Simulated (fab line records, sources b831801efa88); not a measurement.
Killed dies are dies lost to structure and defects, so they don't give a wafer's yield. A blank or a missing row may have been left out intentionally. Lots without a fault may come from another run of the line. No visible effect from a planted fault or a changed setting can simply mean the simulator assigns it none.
Chamber matching -- flow gf180mcu -- cmp-01 running GF_V1_CMP_26: 4 sister chambers
The step polishes, stops on SiO2, t overpolish 15 s, target thk 0 nm. 36 wafers are shown with their chamber, then 12 later ones without.

EACH WAFER AND ITS CHAMBER
wafer,chamber,motor current A (A),time to endpoint s (s),overpolish run s (s)
L074.1,2,10.1,82,14.996
L074.3,3,13.5,91,15.010
L074.6,2,10.5,85,14.994
L075.1,0,11.8,87,14.993
L075.2,3,12.7,85,15.002
L075.4,2,11.2,81,14.987
L077.4,3,12.9,88,14.998
L077.5,0,11.7,87,14.993
L077.6,3,12.2,92,15.009
L079.3,2,10.8,77,14.988
L079.4,0,11.2,86,15.012
L079.5,2,10.8,80,14.993
L080.2,2,11.1,75,15.002
L080.3,1,14.8,84,15.005
L080.5,1,14.1,82,14.997
L082.3,0,11.6,87,14.994
L082.4,2,11.0,79,15.002
L082.5,1,14.7,86,15.013
L083.1,2,10.5,86,14.999
L083.2,1,13.4,94,15.008
L083.6,3,12.9,96,15.015
L084.1,1,15.2,92,15.006
L084.2,3,13.5,95,15.010
L084.4,0,11.4,94,15.002
L085.2,2,10.6,86,14.992
L085.3,0,11.7,85,15.004
L085.5,1,14.0,91,14.991
L086.3,0,11.8,96,14.995
L086.5,3,12.3,95,15.007
L086.6,0,11.5,94,14.994
L091.2,3,12.9,90,14.989
L091.4,0,11.6,91,14.996
L091.6,2,10.8,88,15.003
L092.4,2,10.7,80,15.010
L092.5,2,10.6,84,14.999
L092.6,3,13.6,88,15.005

SIGNATURES (averages over the wafers above)
reading,chamber 0,chamber 1,chamber 2,chamber 3,scatter within a chamber
motor current A,11.589,14.367,10.725,12.944,0.415
time to endpoint s,89.67,88.17,81.92,91.11,4.1
overpolish run s,14.99811,15.00333,14.99708,15.00500,0.00716
Rule: for a wafer and a chamber, the distance is found by dividing, reading by reading, the gap between the wafer's reading and the chamber's mean by the reading's scatter, squaring, summing and taking the root. The wafer belongs to the nearest chamber; if the next one is less than 2 further off, it can't be placed. The scatter: take each reading less its chamber's mean, square it, sum over the shown wafers, divide by the number of wafers less the number of chambers, and take the root.

WAFERS WITHOUT THEIR CHAMBER
wafer,motor current A (A),time to endpoint s (s),overpolish run s (s)
L093.1,12.7,88,14.995
L093.2,11.3,93,15.003
L093.3,13.7,87,15.004
L095.4,14.7,84,15.006
L095.5,14.4,85,14.996
L095.6,11.0,87,15.000
L096.2,10.7,83,15.006
L096.4,13.3,88,15.002
L096.6,10.4,83,14.995
L097.1,11.9,91,14.992
L097.5,13.7,92,14.988
L097.6,11.3,89,15.005

THE CHAMBER EACH PASSED THROUGH
wafer,from the rows above,in truth
L093.1,can't be placed: 3 or 0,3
L093.2,can't be placed: 0 or 2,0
L093.3,can't be placed: 1 or 3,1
L095.4,1,1
L095.5,1,1
L095.6,can't be placed: 2 or 0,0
L096.2,can't be placed: 2 or 0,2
L096.4,can't be placed: 3 or 1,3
L096.6,2,2
L097.1,can't be placed: 0 or 3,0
L097.5,can't be placed: 1 or 3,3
L097.6,can't be placed: 0 or 2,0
Correctly placed: 3 of 12. Not placeable from these rows: 9 (in 9, the candidates include the true chamber). 0 placed wrongly.
